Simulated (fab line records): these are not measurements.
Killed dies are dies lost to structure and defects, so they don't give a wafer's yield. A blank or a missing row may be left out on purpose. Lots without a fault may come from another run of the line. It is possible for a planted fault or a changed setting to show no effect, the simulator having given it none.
A sampling plan put to the test :: flow sky130 :: one fab line, 25 faults that these records tell of, each judged on the records of the lots that it struck; 12 more are left out, because the records don't allow judging them
Plan = the line's own looks (route steps where a gauge or an inspection reads the wafer without altering it). Where struck wafers have a number at a look and the file lists that look's usual mean and standard deviation on fault-free wafers, the look can be judged. Caught: 4 or more of those standard deviations (sigma) separate the usual mean from the mean of the struck wafers at a look after the fault's first step. On the tool: the same test on the tool's own readings at the fault's steps. Caught also covers a different recipe on the struck wafers, or a record left blank for those wafers only.

== THE FAULTS, as the simulator had put them in ==
1. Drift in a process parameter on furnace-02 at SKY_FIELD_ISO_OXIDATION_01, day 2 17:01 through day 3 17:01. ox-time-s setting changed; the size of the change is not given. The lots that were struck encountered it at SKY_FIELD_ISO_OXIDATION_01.
2. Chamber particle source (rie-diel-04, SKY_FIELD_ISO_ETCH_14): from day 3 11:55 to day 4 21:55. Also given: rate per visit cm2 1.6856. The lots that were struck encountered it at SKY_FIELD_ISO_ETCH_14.
3. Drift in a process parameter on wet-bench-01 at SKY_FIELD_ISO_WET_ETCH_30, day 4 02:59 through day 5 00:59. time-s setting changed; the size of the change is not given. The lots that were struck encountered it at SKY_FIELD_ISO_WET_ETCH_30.
4. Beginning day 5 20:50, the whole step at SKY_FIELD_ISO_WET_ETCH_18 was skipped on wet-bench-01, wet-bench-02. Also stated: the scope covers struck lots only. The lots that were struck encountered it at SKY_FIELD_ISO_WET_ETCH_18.
5. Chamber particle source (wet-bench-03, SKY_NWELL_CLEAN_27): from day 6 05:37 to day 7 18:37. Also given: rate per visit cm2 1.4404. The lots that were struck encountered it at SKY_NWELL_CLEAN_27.
6. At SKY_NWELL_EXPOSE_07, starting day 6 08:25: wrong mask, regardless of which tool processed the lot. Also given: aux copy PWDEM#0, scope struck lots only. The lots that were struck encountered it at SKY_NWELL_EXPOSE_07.
7. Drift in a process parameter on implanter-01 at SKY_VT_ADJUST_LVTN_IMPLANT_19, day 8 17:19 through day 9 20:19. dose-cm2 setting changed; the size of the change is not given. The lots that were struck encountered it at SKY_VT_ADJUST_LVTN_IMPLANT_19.
8. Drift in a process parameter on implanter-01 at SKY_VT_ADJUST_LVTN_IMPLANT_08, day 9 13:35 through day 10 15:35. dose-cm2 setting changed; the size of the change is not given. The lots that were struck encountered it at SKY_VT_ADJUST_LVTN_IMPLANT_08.
9. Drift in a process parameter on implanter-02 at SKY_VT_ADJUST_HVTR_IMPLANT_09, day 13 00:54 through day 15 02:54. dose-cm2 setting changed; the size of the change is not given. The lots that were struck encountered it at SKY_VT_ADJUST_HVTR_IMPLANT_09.
10. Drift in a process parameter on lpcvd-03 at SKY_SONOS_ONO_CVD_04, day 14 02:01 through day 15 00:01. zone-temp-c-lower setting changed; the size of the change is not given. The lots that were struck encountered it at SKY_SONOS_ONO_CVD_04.
11. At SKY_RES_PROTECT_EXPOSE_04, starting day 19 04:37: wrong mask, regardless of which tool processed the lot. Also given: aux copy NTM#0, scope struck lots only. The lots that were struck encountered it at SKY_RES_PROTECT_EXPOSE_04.
12. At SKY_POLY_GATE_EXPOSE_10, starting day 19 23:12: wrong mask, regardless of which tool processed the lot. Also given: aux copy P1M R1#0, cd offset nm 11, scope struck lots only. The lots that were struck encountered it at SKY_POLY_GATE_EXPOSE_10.
13. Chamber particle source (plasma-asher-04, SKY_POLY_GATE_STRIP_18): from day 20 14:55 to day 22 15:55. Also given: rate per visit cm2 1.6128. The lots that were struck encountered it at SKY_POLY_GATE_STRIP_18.
14. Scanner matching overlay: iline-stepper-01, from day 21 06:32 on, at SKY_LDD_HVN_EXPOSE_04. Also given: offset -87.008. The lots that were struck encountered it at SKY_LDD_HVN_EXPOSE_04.
15. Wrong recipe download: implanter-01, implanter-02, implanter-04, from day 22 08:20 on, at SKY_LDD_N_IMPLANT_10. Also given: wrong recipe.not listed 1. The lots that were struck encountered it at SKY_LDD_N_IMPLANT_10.
16. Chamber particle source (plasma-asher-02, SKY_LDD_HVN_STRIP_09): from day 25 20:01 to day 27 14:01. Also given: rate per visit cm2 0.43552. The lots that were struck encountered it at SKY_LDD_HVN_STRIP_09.
17. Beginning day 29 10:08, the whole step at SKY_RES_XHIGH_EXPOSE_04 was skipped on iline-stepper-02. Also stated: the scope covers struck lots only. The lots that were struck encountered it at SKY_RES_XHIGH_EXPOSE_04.
18. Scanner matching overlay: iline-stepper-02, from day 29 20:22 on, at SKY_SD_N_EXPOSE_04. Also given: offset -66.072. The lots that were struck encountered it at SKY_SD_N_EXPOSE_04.
19. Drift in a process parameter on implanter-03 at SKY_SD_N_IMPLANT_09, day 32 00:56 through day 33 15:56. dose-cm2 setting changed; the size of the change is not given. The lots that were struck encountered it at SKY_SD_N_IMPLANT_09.
20. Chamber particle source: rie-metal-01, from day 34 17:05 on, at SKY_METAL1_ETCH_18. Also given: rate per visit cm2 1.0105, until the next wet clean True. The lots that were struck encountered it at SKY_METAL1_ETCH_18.
21. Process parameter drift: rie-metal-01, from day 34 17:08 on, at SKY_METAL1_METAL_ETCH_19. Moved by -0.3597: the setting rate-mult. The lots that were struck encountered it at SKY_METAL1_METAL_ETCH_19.
22. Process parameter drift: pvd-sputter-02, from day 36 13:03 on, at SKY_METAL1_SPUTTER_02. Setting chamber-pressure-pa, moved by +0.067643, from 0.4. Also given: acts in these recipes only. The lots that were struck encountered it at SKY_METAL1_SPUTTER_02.
23. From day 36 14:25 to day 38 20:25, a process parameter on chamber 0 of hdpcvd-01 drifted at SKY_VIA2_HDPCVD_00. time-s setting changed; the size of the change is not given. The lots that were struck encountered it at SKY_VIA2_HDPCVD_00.
24. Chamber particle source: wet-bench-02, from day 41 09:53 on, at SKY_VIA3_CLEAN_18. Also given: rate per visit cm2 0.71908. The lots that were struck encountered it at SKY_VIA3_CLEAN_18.
25. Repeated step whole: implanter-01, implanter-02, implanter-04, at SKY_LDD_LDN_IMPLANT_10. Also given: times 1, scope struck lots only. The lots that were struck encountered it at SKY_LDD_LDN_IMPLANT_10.

== WHAT THE PLAN SAW ==
fault: 1
on the tool itself: under 2 sigma
first look that catches it: SKY_FIELD_ISO_THK_MEAS_02
reading, sigma: FIELD_ISO_OXIDATION_00_THK +8.5
median hours from its first step to that look: 1.5
hours from the fault's start to the first struck lot there: 7
judged looks passed uncaught: 0

fault: 2
on the tool itself: under 2 sigma
first look that catches it: none of the 2 looks that can be judged after it
reading, sigma: -
median hours from its first step to that look: -
hours from the fault's start to the first struck lot there: -
judged looks passed uncaught: 2

fault: 3
on the tool itself: run-length-s -6.5 sigma
first look that catches it: none of the 4 looks that can be judged after it
reading, sigma: -
median hours from its first step to that look: -
hours from the fault's start to the first struck lot there: -
judged looks passed uncaught: 4

fault: 4
on the tool itself: no reading that can be judged
first look that catches it: no look after it can be judged
reading, sigma: -
median hours from its first step to that look: -
hours from the fault's start to the first struck lot there: -
judged looks passed uncaught: 0

fault: 5
on the tool itself: no reading that can be judged
first look that catches it: not the one look that can be judged after it
reading, sigma: -
median hours from its first step to that look: -
hours from the fault's start to the first struck lot there: -
judged looks passed uncaught: 1

fault: 6
on the tool itself: under 2 sigma
first look that catches it: SKY_NWELL_TW_MEAS_15
reading, sigma: NWELL_TW -98
median hours from its first step to that look: 10.1
hours from the fault's start to the first struck lot there: 12
judged looks passed uncaught: 0

fault: 7
on the tool itself: dose-ions-cm2 +99 or beyond sigma
first look that catches it: not the one look that can be judged after it
reading, sigma: strongest: VT_ADJUST_LVTN_2_TW at SKY_VT_ADJUST_LVTN_TW_MEAS_21, +2.8
median hours from its first step to that look: -
hours from the fault's start to the first struck lot there: -
judged looks passed uncaught: 1

fault: 8
on the tool itself: dose-ions-cm2 -99 or beyond sigma
first look that catches it: SKY_VT_ADJUST_LVTN_TW_MEAS_10
reading, sigma: VT_ADJUST_LVTN_TW -6.1
median hours from its first step to that look: 0.2
hours from the fault's start to the first struck lot there: 4
judged looks passed uncaught: 0

fault: 9
on the tool itself: dose-ions-cm2 -99 or beyond sigma
first look that catches it: SKY_VT_ADJUST_HVTR_TW_MEAS_11
reading, sigma: VT_ADJUST_HVTR_TW -8.4
median hours from its first step to that look: 0.2
hours from the fault's start to the first struck lot there: 7
judged looks passed uncaught: 0

fault: 10
on the tool itself: spike-tc-lower-C +40 sigma
first look that catches it: SKY_SONOS_ONO_THK_MEAS_05
reading, sigma: SONOS_ONO_CVD_04_THK +4.2
median hours from its first step to that look: 1.2
hours from the fault's start to the first struck lot there: 4
judged looks passed uncaught: 0

fault: 11
on the tool itself: no reading that can be judged
first look that catches it: SKY_RES_PROTECT_TW_MEAS_08
reading, sigma: POLY_GATE_TW -61
median hours from its first step to that look: 15.6
hours from the fault's start to the first struck lot there: 19
judged looks passed uncaught: 0

fault: 12
on the tool itself: no reading that can be judged
first look that catches it: SKY_POLY_GATE_CD_MEAS_13
reading, sigma: cd-nm +8.1
median hours from its first step to that look: 14.9
hours from the fault's start to the first struck lot there: 23
judged looks passed uncaught: 0

fault: 13
on the tool itself: under 2 sigma
first look that catches it: not the one look that can be judged after it
reading, sigma: -
median hours from its first step to that look: -
hours from the fault's start to the first struck lot there: -
judged looks passed uncaught: 1

fault: 14
on the tool itself: under 2 sigma
first look that catches it: SKY_LDD_HVN_OVL_MEAS_07
reading, sigma: LDD_HVN_OVL -57
median hours from its first step to that look: 14.6
hours from the fault's start to the first struck lot there: 15
judged looks passed uncaught: 0

fault: 15
on the tool itself: no reading that can be judged
first look that catches it: none of the 2 looks that can be judged after it
reading, sigma: -
median hours from its first step to that look: -
hours from the fault's start to the first struck lot there: -
judged looks passed uncaught: 2

fault: 16
on the tool itself: under 2 sigma
first look that catches it: none of the 2 looks that can be judged after it
reading, sigma: -
median hours from its first step to that look: -
hours from the fault's start to the first struck lot there: -
judged looks passed uncaught: 2

fault: 17
on the tool itself: no reading that can be judged
first look that catches it: SKY_RES_XHIGH_TW_MEAS_09
reading, sigma: RES_XHIGH_TW -80
median hours from its first step to that look: 13.9
hours from the fault's start to the first struck lot there: 19
judged looks passed uncaught: 0

fault: 18
on the tool itself: under 2 sigma
first look that catches it: SKY_SD_N_OVL_MEAS_08
reading, sigma: SD_N_OVL -43
median hours from its first step to that look: 13.7
hours from the fault's start to the first struck lot there: 14
judged looks passed uncaught: 0

fault: 19
on the tool itself: dose-ions-cm2 -99 or beyond sigma
first look that catches it: SKY_SD_N_TW_MEAS_12
reading, sigma: SD_N_TW -5.0
median hours from its first step to that look: 0.4
hours from the fault's start to the first struck lot there: 1
judged looks passed uncaught: 0

fault: 20
on the tool itself: under 2 sigma
first look that catches it: none of the 2 looks that can be judged after it
reading, sigma: -
median hours from its first step to that look: -
hours from the fault's start to the first struck lot there: -
judged looks passed uncaught: 2

fault: 21
on the tool itself: oes-product-au -11 sigma
first look that catches it: no look after it can be judged
reading, sigma: -
median hours from its first step to that look: -
hours from the fault's start to the first struck lot there: -
judged looks passed uncaught: 0

fault: 22
on the tool itself: chamber-pressure-pa +72 sigma
first look that catches it: SKY_METAL1_RS_MEAS_05
reading, sigma: METAL1_ALCU_RS +6.6
median hours from its first step to that look: 0.1
hours from the fault's start to the first struck lot there: 9
judged looks passed uncaught: 0

fault: 23
on the tool itself: run-length-s +99 or beyond sigma
first look that catches it: SKY_VIA2_THK_MEAS_01
reading, sigma: VIA2_HDPCVD_THK +38
median hours from its first step to that look: 0.1
hours from the fault's start to the first struck lot there: 1
judged looks passed uncaught: 0

fault: 24
on the tool itself: under 2 sigma
first look that catches it: not the one look that can be judged after it
reading, sigma: -
median hours from its first step to that look: -
hours from the fault's start to the first struck lot there: -
judged looks passed uncaught: 1

fault: 25
on the tool itself: no reading that can be judged
first look that catches it: SKY_LDD_LDN_TW_MEAS_13
reading, sigma: LDD_LDN_TW +4.7
median hours from its first step to that look: 0.7
hours from the fault's start to the first struck lot there: -
judged looks passed uncaught: 0
A dash: the fault isn't caught, or these records don't give the number.

Caught at a look: 14 of 25. Caught on the tool: 9 of 25. By one or the other: 17 of 25.
Caught on the tool alone: faults 3, 7, 21.
Caught at a look alone: faults 1, 6, 11, 12, 14, 17, 18, 25.
Caught by neither: faults 2, 4, 5, 13, 15, 16, 20, 24.

== THINNER SAMPLING ==
Were the look that catches a fault to measure just every second or every third lot (counted by lot number), the first struck lot would, at worst, be measured this late:
fault: 1
struck lots at that look, in order of time: L804, L805, L806
every lot: 7 h
every second lot: 7 h
every third lot: 14 h

fault: 6
struck lots at that look, in order of time: L466
every lot: 12 h
every second lot: may miss it
every third lot: may miss it

fault: 8
struck lots at that look, in order of time: L956, L955, L958
every lot: 4 h
every second lot: 5 h
every third lot: may miss all 3

fault: 9
struck lots at that look, in order of time: L105, L106
every lot: 7 h
every second lot: 8 h
every third lot: may miss all 2

fault: 10
struck lots at that look, in order of time: L360, L361
every lot: 4 h
every second lot: 13 h
every third lot: may miss all 2

fault: 11
struck lots at that look, in order of time: L982
every lot: 19 h
every second lot: may miss it
every third lot: may miss it

fault: 12
struck lots at that look, in order of time: L377
every lot: 23 h
every second lot: may miss it
every third lot: may miss it

fault: 14
struck lots at that look, in order of time: L434, L433, L437
every lot: 15 h
every second lot: 16 h
every third lot: may miss all 3

fault: 17
struck lots at that look, in order of time: L543, L542
every lot: 19 h
every second lot: 22 h
every third lot: may miss all 2

fault: 18
struck lots at that look, in order of time: L889, L892
every lot: 14 h
every second lot: 39 h
every third lot: may miss all 2

fault: 19
struck lots at that look, in order of time: L119, L121, L122
every lot: 1 h
every second lot: 34 h
every third lot: may miss all 3

fault: 22
struck lots at that look, in order of time: L747
every lot: 9 h
every second lot: may miss it
every third lot: may miss it

fault: 23
struck lots at that look, in order of time: L690, L694
every lot: 1 h
every second lot: may miss all 2
every third lot: may miss all 2
Hours: fault start to first struck lot measured. The test against the limit of 4 sigma pooled every struck wafer, which means one lot taken alone may stay below that limit. Other struck lots may not be in these records.

== THE LONGEST TIMED WAY FROM STEP TO LOOK ==
Fault 11: the median time between SKY_RES_PROTECT_EXPOSE_04 and SKY_RES_PROTECT_TW_MEAS_08 is 15.6 hours. No look between them can be judged.
